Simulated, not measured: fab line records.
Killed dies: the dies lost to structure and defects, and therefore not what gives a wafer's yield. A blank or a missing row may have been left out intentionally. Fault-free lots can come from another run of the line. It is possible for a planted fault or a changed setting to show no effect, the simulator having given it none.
fab line records	flow sky130
[record] lots = 7	wafers = 19	last-day = 50
route steps=708 shown VIA3@577 PAD_OPEN@708
lots that met no fault: from a run of the same line without faults
start-h: the number of hours between the record's first day and the start of the first shown wafer of the lot	wait-h: hours elapsed since this lot's preceding step	" repeats the value in the row above	L1.1+2: a row that stands for several wafers	- either no value or no given start	* or withheld: withheld	< > ~ a bound
route shown NAME@n: NAME is a module with steps in the file, n the number in the route of the first one	usual: the fault-free wafers' mean and standard deviation	same: alike in all rows	chamber/n: place in a boat	sites: readings site by site	_std_site: how widely they spread, as a standard deviation	_edge_site: outer sites' mean less inner sites'	radius-mm: how far each site lies from the wafer's centre	mask NAME#n: copy n	behind: the most recent tool/chamber to have shaped the wafer	hold: why the lot went on hold/how many hours it stayed there/how the hold came to an end	device: whichever transistor did not switch (one of n, p or np)	end of line: the same wafers' tests at the end of the route	for a step that has no rows: nothing shown but its recipe	killed: dies lost to structure and defects at the first sort, not the wafer's yield	map: per-die view of a wafer (x killed, . not killed, _ where there is no die)
set.NAME: the setting as run; set.NAME@STEP: as run at that earlier step	model.NAME: the simulator's own value behind a step, which no gauge read
lots at some steps of the route; a table a step, a row a wafer
services: a tool's chamber out of use, with start hour (start-h, from the record's first day; less than 0 if before it), hours out, and reason
[[steps]]
[step SKY_VIA3_DEHYDRATE_04]
[recipe] temp-c = 200	time-s = 60
[step SKY_VIA3_HMDS_05]
[recipe] prime-time-s = 60	prime-temp-c = 120
[step SKY_VIA3_COAT_06]
[recipe] resist = BARC	temp-c = withheld	time-s = withheld	spin-rpm = 3000	resist-thk-nm = 60
[step SKY_VIA3_COAT_07]
[recipe] resist = KrF-thick	spin-rpm = 3000	resist-thk-nm = 450
[step SKY_VIA3_SOFTBAKE_08]
[recipe] temp-c = 100	time-s = 90	resist = KrF-thick
[step SKY_VIA3_EXPOSE_09]
[recipe] mask-id = VIM3	na = 0.8	source-shape = annular	sigma-inner = 0.55	sigma-outer = 0.85	target-cd-nm = 200	dose-mj = 38
[step SKY_VIA3_PEB_10]
[recipe] peb-temp-c = withheld	peb-time-s = withheld	resist = KrF-thick
[step SKY_VIA3_DEVELOP_11]
[recipe] develop-time-s = 60	resist = KrF-thick	dev-temp-c = 21
[step SKY_VIA3_CD_MEAS_12]
[recipe] target-cd-nm = 200
[usual] cd-nm = 200.0/1.7
lot.wafer	tool	chamber	start-h	wait-h	cd-nm
L655.2	cd-sem-02	-	951.08	-	199.2
L655.4	"	-	"	"	199.0
L655.6	"	-	"	"	198.0
L657.1	cd-sem-01	-	954.08	-	203.1
L657.2	"	-	"	"	201.8
L657.6	"	-	"	"	202.4
L666.2	cd-sem-01	-	1012.12	-	200.8
L666.4	"	-	"	"	201.0
L666.6	"	-	"	"	201.1
L668.1	cd-sem-01	-	1021.93	-	198.5
L668.4	"	-	"	"	198.6
L668.6	"	-	"	"	198.6
L675.1	cd-sem-02	-	1068.50	-	198.2
L675.4	"	-	"	"	200.3
L676.1	cd-sem-01	-	1071.75	-	199.0
L676.2	"	-	"	"	199.7
L676.3	"	-	"	"	199.2
L677.2	cd-sem-02	-	1077.25	-	202.1
L677.4	"	-	"	"	202.2
[step SKY_VIA3_OVL_MEAS_13]
[usual] VIA3_OVL = 3/5.2
lot.wafer	tool	chamber	start-h	wait-h	VIA3_OVL[nm]
L655.2	overlay-01	-	951.18	0.1	-1
L655.4	"	-	"	"	-1
L655.6	"	-	"	"	0
L657.1	overlay-01	-	954.20	0.1	6
L657.2	"	-	"	"	1
L657.6	"	-	"	"	10
L666.2	overlay-02	-	1012.22	0.1	3
L666.4	"	-	"	"	4
L666.6	"	-	"	"	2
L668.1	overlay-01	-	1022.05	0.1	-5
L668.4	"	-	"	"	-1
L668.6	"	-	"	"	-6
L675.1	overlay-02	-	1068.62	0.1	12
L675.4	"	-	"	"	10
L676.1	overlay-01	-	1071.87	0.1	11
L676.2	"	-	"	"	9
L676.3	"	-	"	"	8
L677.2	overlay-01	-	1077.36	0.1	2
L677.4	"	-	"	"	-3
[step SKY_VIA3_ETCH_14]
[recipe] chemistry = N2/H2	target = BARC	ion-energy-ev = 200	source-w = 500	bias-w = 100	pressure-mtorr = 30.76	n2-flow-sccm = 100	h2-flow-sccm = 200	stop-on = SiO2	time-s = 45.9	target-depth-a = 600
[usual] drypump-motor-current-A = 5.6/0.46	h2-flow-sccm = 200.0/0.68	oes-product-au = 0.854/0.0047	throttle-valve-pct = 13.033/0.0085
[same] time-s = 45.9
lot.wafer	tool	chamber	start-h	wait-h	drypump-motor-current-A	h2-flow-sccm	oes-product-au	rf-hours-counter-h	throttle-valve-pct
L655.2	rie-diel-04	1	951.21	0.0	5.5	199.4	0.859	19	13.027
L655.4	"	2	"	"	6.2	198.5	0.858	17	13.046
L655.6	"	1	"	"	5.5	199.4	0.851	-	13.037
L657.1	rie-diel-01	1	954.24	0.0	5.4	201.0	0.858	15	13.035
L657.2	"	2	"	"	5.9	199.8	0.843	10	13.042
L657.6	"	3	"	"	6.2	200.9	0.859	-	13.017
L666.2	rie-diel-02	3	1012.25	0.0	6.1	200.2	0.857	14	13.019
L666.4	"	3	"	"	6.1	199.9	0.853	-	13.009
L666.6	"	2	"	"	5.7	201.8	0.861	-	13.031
L668.1	rie-diel-01	0	1022.09	0.0	5.0	199.8	0.850	22	13.030
L668.4	"	1	"	"	5.4	200.5	0.857	18	13.027
L668.6	"	0	"	"	5.0	199.3	0.851	-	13.040
L675.1	rie-diel-02	3	1068.65	0.0	6.1	200.1	0.855	16	13.034
L675.4	"	0	"	"	5.1	200.9	0.853	15	13.032
L676.1	rie-diel-04	1	1071.90	0.0	5.5	199.7	0.858	23	13.036
L676.2	"	0	"	"	5.8	199.9	0.860	11	13.048
L676.3	"	2	"	"	6.2	200.3	0.859	21	13.015
L677.2	rie-diel-04	0	1077.39	0.0	5.8	200.9	0.861	11	13.035
L677.4	"	1	"	"	5.5	199.8	0.855	23	13.026
[step SKY_VIA3_ETCH_15]
[recipe] target = SiO2	chemistry = C4F8/O2/Ar	target-depth-nm = 507	stop-on = TiN	mask-material = KrF-thick	source-w = 1500	bias-w = 1200	pressure-mtorr = 40	c4f8-flow-sccm = withheld	O2_flow_sccm = 6	Ar_flow_sccm = 300	time-s = 78
[usual] oes-product-au = 0.946/0.0049
[same] time-s = 78
lot.wafer	tool	chamber	start-h	wait-h	oes-product-au	rf-hours-counter-h
L655.2	rie-diel-04	1	951.26	0.0	0.955	19
L655.4	"	2	"	"	0.944	17
L655.6	"	1	"	"	0.947	-
L657.1	rie-diel-01	1	954.28	0.0	0.943	15
L657.2	"	2	"	"	0.946	10
L657.6	"	3	"	"	0.943	-
L666.2	rie-diel-02	3	1012.29	0.0	0.947	14
L666.4	"	3	"	"	0.940	-
L666.6	"	2	"	"	0.949	-
L668.1	rie-diel-01	0	1022.13	0.0	0.943	22
L668.4	"	1	"	"	0.948	18
L668.6	"	0	"	"	0.943	-
L675.1	rie-diel-02	3	1068.69	0.0	0.947	16
L675.4	"	0	"	"	0.942	15
L676.1	rie-diel-04	1	1071.94	0.0	0.948	23
L676.2	"	0	"	"	0.939	11
L676.3	"	2	"	"	0.944	21
L677.2	rie-diel-04	0	1077.43	0.0	0.958	12
L677.4	"	1	"	"	0.947	23
[step SKY_VIA3_STRIP_16]
[recipe] chemistry = O2/N2	power-w = 1400	pressure-mtorr = 1500	platen-temp-c = withheld	o2-flow-sccm = 3000	n2-flow-sccm = 300	overash-fraction = 0.5
[usual] chamber-pressure-mTorr = 1499.8/1.3	drypump-motor-current-A = 5.8/0.55	oes-product-au = 0.402/0.0048	strip-time-to-endpoint-s = 4.14/0.038
lot.wafer	tool	chamber	start-h	wait-h	chamber-pressure-mTorr	drypump-motor-current-A	oes-product-au	rf-hours-counter-h	strip-time-to-endpoint-s
L655.2	plasma-asher-04	0	951.32	0.0	1496.9	5.9	0.402	116	4.10
L655.4	"	0	"	"	1499.6	5.9	0.390	-	4.10
L655.6	"	0	"	"	1500.7	5.9	0.396	-	4.09
L657.1	plasma-asher-01	1	954.34	0.0	1497.4	6.7	0.405	20	4.15
L657.2	"	0	"	"	1500.4	5.6	0.400	20	4.12
L657.6	"	0	"	"	1499.9	5.6	0.404	-	4.15
L666.2	plasma-asher-01	0	1012.35	0.0	1500.5	5.6	0.399	26	4.12
L666.4	"	1	"	"	1498.8	6.7	0.391	-	4.12
L666.6	"	0	"	"	1498.9	5.6	0.402	-	4.10
L668.1	plasma-asher-04	0	1022.19	0.0	1498.5	5.9	0.413	123	4.23
L668.4	"	0	"	"	1500.5	5.9	0.405	-	4.19
L668.6	"	0	"	"	1499.2	6.0	0.410	-	4.21
L675.1	plasma-asher-01	1	1068.75	0.0	1801.5	6.7	0.402	32	4.00
L675.4	"	1	"	"	1799.9	6.7	0.404	-	3.99
L676.1	plasma-asher-01	1	1072.00	0.0	1801.6	6.7	0.396	32	3.95
L676.2	"	0	"	"	1499.4	5.6	0.400	32	4.15
L676.3	"	0	"	"	1501.0	5.6	0.400	-	4.10
L677.2	plasma-asher-01	1	1077.49	0.0	1800.7	6.7	0.401	33	4.00
L677.4	"	1	"	"	1798.6	6.7	0.403	-	3.95
[step SKY_VIA3_STRIP_17]
[recipe] chemistry = post-etch-residue-remover	time-s = 1200	temp-c = 72.5
[step SKY_PAD_OPEN_PROBE_99]
[usual] killed_at_M0_to_M3 = 42/6.8	killed_at_M4_up = 3.4/1.8	killed-at-contacts = 25/5.7	killed-at-front-end = 16/4.8	killed-at-other = 0.2/0.39	killed-dies = 87/9.6	killed-open = 47/6.9	killed-short = 40/6.3
[same] gross-dies = 492	killed-at-back-side = 0
lot.wafer	tool	chamber	start-h	wait-h	killed_at_M0_to_M3	killed_at_M4_up	killed-at-contacts	killed-at-front-end	killed-at-other	killed-dies	killed-open	killed-short	model.etest.pfet-g5v0d10v5.off-log10-a-um	model.etest.pfet-g5v0d10v5.vt-sat-v	model.etest.pfet_16v.vt-v	model.etest.pfet-g5v0d10v5.vt-v	model.etest.pfet-g5v0d10v5.vt-long-v	model.etest.pfet_01v8_lvt.vt-sat-v	model.etest.pfet_01v8_lvt.vt-v	model.etest.pfet_01v8_lvt.vt-long-v
L655.2	prober-01	-	1095.73	0.1	34	4	25	18	0	81	36	45	-12.32	-0.6052	-1.067	-0.8138	-0.9026	-0.4224	-0.5187	-0.6415
L655.4	prober-01	-	1095.83	0.2	50	4	14	26	0	94	43	51	-12.29	-0.6128	-1.07	-0.8219	-0.9091	-0.4328	-0.5292	-0.6486
L655.6	prober-01	-	1095.93	0.2	36	5	22	15	1	79	40	39	-12.26	-0.6178	-1.061	-0.8264	-0.9035	-0.4166	-0.5149	-0.6379
L657.1	prober-02	-	1098.93	0.1	38	5	20	23	0	86	45	41	-12.61	-0.6277	-1.103	-0.8226	-0.9312	-0.4517	-0.5434	-0.6585
L657.2	prober-02	-	1098.98	0.1	34	4	25	16	0	79	36	43	-12.55	-0.6524	-1.105	-0.849	-0.9331	-0.4536	-0.5454	-0.6614
L657.6	prober-02	-	1099.18	0.2	41	2	19	11	1	74	43	31	-12.48	-0.6303	-1.099	-0.8244	-0.9319	-0.4496	-0.5418	-0.6579
L666.2	prober-01	-	1146.32	0.1	37	1	21	9	0	68	37	31	-12.6	-0.6437	-1.108	-0.8326	-0.9323	-0.462	-0.5511	-0.6677
L666.4	prober-01	-	1146.42	0.2	33	2	24	16	0	75	45	30	-12.93	-0.6659	-1.113	-0.8553	-0.9451	-0.4686	-0.5565	-0.6733
L666.6	prober-01	-	1146.52	0.2	57	4	23	24	0	108	52	56	-12.94	-0.6791	-1.122	-0.8635	-0.9424	-0.4675	-0.5521	-0.6658
L668.1	prober-01	-	1154.71	0.1	56	3	27	15	0	101	50	51	-12.76	-0.64	-1.093	-0.8348	-0.9303	-0.4356	-0.5289	-0.6495
L668.4	prober-01	-	1154.86	0.2	38	5	34	20	0	97	56	41	-12.48	-0.6249	-1.087	-0.8211	-0.922	-0.438	-0.5321	-0.6522
L668.6	prober-01	-	1154.96	0.2	53	4	20	18	0	95	51	44	-12.48	-0.639	-1.092	-0.8334	-0.929	-0.4324	-0.5262	-0.6462
L675.1	prober-02	-	1189.47	0.1	47	2	29	14	0	92	49	43	-12.61	-0.6366	-1.105	-0.8345	-0.9361	-0.4447	-0.5375	-0.6545
L675.4	prober-02	-	1189.62	0.2	36	2	34	17	0	89	47	42	-12.59	-0.6377	-1.113	-0.8347	-0.9416	-0.4511	-0.5414	-0.6565
L676.1	prober-01	-	1190.62	0.1	40	3	26	4	0	73	48	25	-12.59	-0.6547	-1.1	-0.853	-0.9277	-0.437	-0.5295	-0.6483
L676.2	prober-01	-	1190.67	0.1	34	1	27	12	0	74	44	30	-12.72	-0.6436	-1.092	-0.8379	-0.9239	-0.4438	-0.5363	-0.6527
L676.3	prober-01	-	1190.72	0.2	42	1	21	16	0	80	44	36	-12.61	-0.6459	-1.077	-0.8375	-0.9119	-0.4429	-0.5319	-0.6462
L677.2	prober-02	-	1195.05	0.1	42	5	32	11	1	91	46	45	-12.75	-0.6542	-1.139	-0.8439	-0.9599	-0.4683	-0.5599	-0.6731
L677.4	prober-02	-	1195.15	0.2	42	2	17	19	1	81	49	32	-13.16	-0.6847	-1.14	-0.8686	-0.9604	-0.4801	-0.5635	-0.6761
// killed by level:class
L655.2 CONTACT:geometric-particle:open=7 VIA1:geometric-particle:open=7 FIELD_ISO:geometric-particle:short=6 LOCAL_INTERCONNECT:geometric-particle:short=6 METAL3:geometric-particle:short=6 LI_CONTACT:geometric-particle:open=5 VIA3:geometric-particle:open=5 FIELD_ISO:geometric-particle:open=4
L655.4 VIA1:geometric-particle:open=11 VIA1:geometric-particle:short=9 POLY_GATE:geometric-particle:open=7 POLY_GATE:geometric-particle:short=7 CONTACT:geometric-particle:open=7 VIA2:geometric-particle:short=6 METAL2:geometric-particle:short=6 METAL1:geometric-particle:short=5
L655.6 VIA2:geometric-particle:open=7 CONTACT:geometric-particle:short=6 VIA1:geometric-particle:open=6 POLY_GATE:geometric-particle:open=5 LI_CONTACT:geometric-particle:open=5 CONTACT:geometric-particle:open=5 VIA1:geometric-particle:short=5 METAL2:geometric-particle:short=5
L657.1 VIA2:geometric-particle:open=10 POLY_GATE:geometric-particle:short=8 VIA1:geometric-particle:open=8 SPACER:geometric-particle:open=7 LOCAL_INTERCONNECT:geometric-particle:short=5 CONTACT:geometric-particle:open=5 METAL1:geometric-particle:short=5 VIA3:geometric-particle:short=5
L657.2 VIA3:geometric-particle:open=8 LOCAL_INTERCONNECT:geometric-particle:short=7 LI_CONTACT:geometric-particle:open=6 CONTACT:geometric-particle:open=6 VIA1:geometric-particle:open=6 METAL2:geometric-particle:short=6 FIELD_ISO:geometric-particle:short=5 METAL1:geometric-particle:short=4
L657.6 VIA3:geometric-particle:open=9 LI_CONTACT:geometric-particle:open=7 VIA1:geometric-particle:open=7 LOCAL_INTERCONNECT:geometric-particle:short=6 VIA2:geometric-particle:open=6 CONTACT:geometric-particle:open=5 VIA2:geometric-particle:short=4 VIA3:geometric-particle:short=4
L666.2 VIA2:geometric-particle:open=11 CONTACT:geometric-particle:open=6 VIA1:geometric-particle:open=6 LI_CONTACT:geometric-particle:open=4 CONTACT:geometric-particle:short=4 METAL1:geometric-particle:short=4 LI_CONTACT:geometric-particle:short=3 METAL3:geometric-particle:short=3
L666.4 VIA1:geometric-particle:open=12 LI_CONTACT:geometric-particle:open=9 CONTACT:geometric-particle:open=8 FIELD_ISO:geometric-particle:short=4 POLY_GATE:geometric-particle:open=4 METAL2:geometric-particle:open=4 VIA2:geometric-particle:open=4 POLY_GATE:geometric-particle:short=3
L666.6 FIELD_ISO:geometric-particle:short=12 VIA2:geometric-particle:open=11 METAL1:geometric-particle:short=9 VIA1:geometric-particle:open=8 LI_CONTACT:geometric-particle:short=7 METAL2:geometric-particle:short=7 VIA1:geometric-particle:short=6 FIELD_ISO:geometric-particle:open=5
L668.1 VIA1:geometric-particle:open=15 CONTACT:geometric-particle:open=10 LI_CONTACT:geometric-particle:open=8 VIA1:geometric-particle:short=8 METAL2:geometric-particle:short=8 VIA2:geometric-particle:open=6 METAL1:geometric-particle:short=6 VIA2:geometric-particle:short=5
L668.4 CONTACT:geometric-particle:open=14 LI_CONTACT:geometric-particle:open=11 FIELD_ISO:geometric-particle:open=8 VIA1:geometric-particle:open=7 METAL4:geometric-particle:short=5 METAL1:geometric-particle:short=5 VIA2:geometric-particle:open=5 FIELD_ISO:geometric-particle:short=4
L668.6 VIA1:geometric-particle:open=12 CONTACT:geometric-particle:open=8 METAL1:geometric-particle:short=8 METAL2:geometric-particle:short=6 VIA2:geometric-particle:open=6 VIA3:geometric-particle:open=6 LI_CONTACT:geometric-particle:open=5 VIA1:geometric-particle:short=5
L675.1 CONTACT:geometric-particle:open=16 VIA3:geometric-particle:open=10 VIA1:geometric-particle:short=7 FIELD_ISO:geometric-particle:short=6 VIA1:geometric-particle:open=6 METAL2:geometric-particle:short=6 VIA2:geometric-particle:open=5 METAL1:geometric-particle:short=5
L675.4 LI_CONTACT:geometric-particle:open=12 CONTACT:geometric-particle:open=10 METAL1:geometric-particle:short=7 CONTACT:geometric-particle:short=6 METAL2:geometric-particle:short=6 VIA3:geometric-particle:open=5 POLY_GATE:geometric-particle:short=5 POLY_GATE:geometric-particle:open=5
L676.1 CONTACT:geometric-particle:open=10 VIA1:geometric-particle:open=10 VIA3:geometric-particle:open=8 VIA2:geometric-particle:open=6 METAL2:geometric-particle:short=5 LI_CONTACT:geometric-particle:open=4 LOCAL_INTERCONNECT:geometric-particle:short=4 LI_CONTACT:geometric-particle:short=3
L676.2 CONTACT:geometric-particle:open=10 VIA3:geometric-particle:open=8 LI_CONTACT:geometric-particle:open=6 VIA1:geometric-particle:open=5 CONTACT:geometric-particle:short=5 VIA2:geometric-particle:short=5 VIA2:geometric-particle:open=5 LOCAL_INTERCONNECT:geometric-particle:short=4
L676.3 METAL1:geometric-particle:short=9 VIA1:geometric-particle:open=8 CONTACT:geometric-particle:open=6 LI_CONTACT:geometric-particle:open=5 METAL2:geometric-particle:short=5 VIA1:geometric-particle:short=5 VIA2:geometric-particle:open=5 FIELD_ISO:geometric-particle:open=4
L677.2 CONTACT:geometric-particle:open=12 VIA1:geometric-particle:open=10 LOCAL_INTERCONNECT:geometric-particle:short=8 METAL3:geometric-particle:short=6 VIA1:geometric-particle:short=6 LI_CONTACT:geometric-particle:open=5 FIELD_ISO:geometric-particle:open=4 CONTACT:geometric-particle:short=4
L677.4 VIA1:geometric-particle:open=9 CONTACT:geometric-particle:open=8 VIA3:geometric-particle:open=7 FIELD_ISO:geometric-particle:short=6 VIA2:geometric-particle:open=6 POLY_GATE:geometric-particle:short=4 METAL1:geometric-particle:short=4 METAL1:geometric-particle:open=4
[[services]]
tool	chamber	start-h	hours	kind
rie-diel-04	-	938.56	2.6	repair
plasma-asher-04	-	945.25	3.0	repair
plasma-asher-04	-	947.79	2.3	repair
rie-diel-02	3	964.56	14.0	repair
rie-diel-02	1	972.04	44.8	repair
rie-diel-04	1	973.76	4.8	repair
plasma-asher-01	-	980.87	0.3	repair
rie-diel-04	2	989.84	5.2	repair
plasma-asher-04	-	1029.31	21.5	pm
plasma-asher-04	-	1055.25	9.0	pm
plasma-asher-04	0	1055.25	9.0	vent-cycle
plasma-asher-04	1	1055.25	9.0	vent-cycle
plasma-asher-04	0	1064.25	-	clean
plasma-asher-04	1	1064.25	-	clean
[[key]]
[first-sign] step = SKY_VIA3_STRIP_16	reading = chamber-pressure-mTorr	direction = up	sigmas = 99+	usual = 1499.8	struck = 1800.5
[effect] step = SKY_VIA3_STRIP_16	reading = strip-time-to-endpoint-s	direction = down	sigmas = 4.2	usual = *	struck = *
[model-effect] step = SKY_PAD_OPEN_PROBE_99	value = etest.pfet-g5v0d10v5.off-log10-a-um	without = -12.42	struck = -12.74
met-at SKY_VIA3_STRIP_16
struck-wafers L675.1,L675.4,L676.1,L677.2,L677.4
tester-left-out L675,L677
onset-between 1012.35 1068.75
[earlier-fault] kind = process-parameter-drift	tool = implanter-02	chamber = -	onset-h = 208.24	steps = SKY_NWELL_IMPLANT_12	channel = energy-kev	offset = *	shape = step	end-h = 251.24	acts-in = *	stated = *
[fault] kind = process-parameter-drift	tool = plasma-asher-01	chamber = 1	onset-h = 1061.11	steps = SKY_VIA3_STRIP_16	channel = pressure-mtorr	offset = 300	shape = step	acts-in = these-recipes-only	stated = 1500
// tester-left-out: of these lots the tester's yield and bins aren't shown, on N5 and GAA mostly nor the transistor test; their killed dies are dies lost to structure and defects alone, not to doping, threshold or leakage, so they don't give the yield
